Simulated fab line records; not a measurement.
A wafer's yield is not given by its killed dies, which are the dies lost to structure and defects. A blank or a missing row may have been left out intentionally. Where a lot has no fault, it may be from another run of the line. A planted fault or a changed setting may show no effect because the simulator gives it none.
One fault seen from 2 desks / flow gf180mcu / each desk has only its own numbers; what lay behind them comes last

## FROM THE METROLOGY DESK
Lot by lot, what the gauges showed, no matter which tool ran the lot: averages of those sampled wafers that carry a number. The brackets show how far a lot's mean lies from the usual mean; more than 4 standard deviations puts the lot out of limits, marked OUT.
Columns: A = V4_W_RS at GF_V4_RS_MEAS_24, usual 0.327 ohm/sq; B = V4_W_THK at GF_V4_THK_MEAS_25, usual 345 nm; C = MIM_CVD_05_THK at GF_MIM_THK_MEAS_06, usual 42.0 nm; D = MIM_ALCU_RS at GF_MIM_RS_MEAS_10, usual 0.1611 ohm/sq; E = MIM_ALCU_THK at GF_MIM_THK_MEAS_11, usual 200.1 nm
lot=L827; first seen here=day 24 13:37; A=0.326; B=348; C=42.0; D=0.1614; E=199.9
lot=L843; first seen here=day 29 20:43; A=0.322; B=352; C=42.4; D=0.1635; E=197.4
lot=L844; first seen here=day 30 14:11; A=0.325; B=347; C=42.1; D=0.2017 (+29) OUT; E=171.9 (-16) OUT
lot=L846; first seen here=day 30 16:47; A=0.328; B=345; C=41.8; D=0.1603; E=202.4
lot=L848; first seen here=day 31 08:16; A=0.329; B=339; C=41.4; D=0.1606; E=199.5
This desk reports L844 out of limits; the earliest was L844 at day 30 16:22 (MIM_ALCU_RS at GF_MIM_RS_MEAS_10). In limits: L827, L843, L846, L848.

## AT THE TOOL OWNER'S DESK: pvd-sputter-01
The tool's own readings at GF_MIM_SPUTTER_08 (material AlCu, target thk 200 nm, time 10.6 s): means of the sampled wafers that have a number, for each lot that ran on this tool. The brackets show how far a lot's mean lies from the usual mean; more than 4 standard deviations puts the lot out of limits, marked OUT.
Columns: A = throttle-valve-pct at GF_MIM_SPUTTER_08, usual 29.8 %
lot=L827; first seen here=day 24 14:27; A=29.5
lot=L844; first seen here=day 30 16:15; A=29.5
This desk found nothing out of limits on any of the 2 lots.

## ALL TOGETHER
L844 would have let the metrology desk raise an alarm at day 30 16:22.
The desk of the tool owner found nothing out of limits.
The tool owner's desk has L844 on record, within its limits.
Of the lots named, all ran GF_MIM_SPUTTER_08 on pvd-sputter-01.

## WHAT THE SIMULATOR HAD INSERTED
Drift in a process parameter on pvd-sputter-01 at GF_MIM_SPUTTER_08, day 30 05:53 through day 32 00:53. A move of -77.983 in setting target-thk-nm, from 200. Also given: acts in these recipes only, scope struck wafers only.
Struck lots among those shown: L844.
Time in hours between the start of the fault and the first out-of-limits reading at each desk: metrology desk, 10.
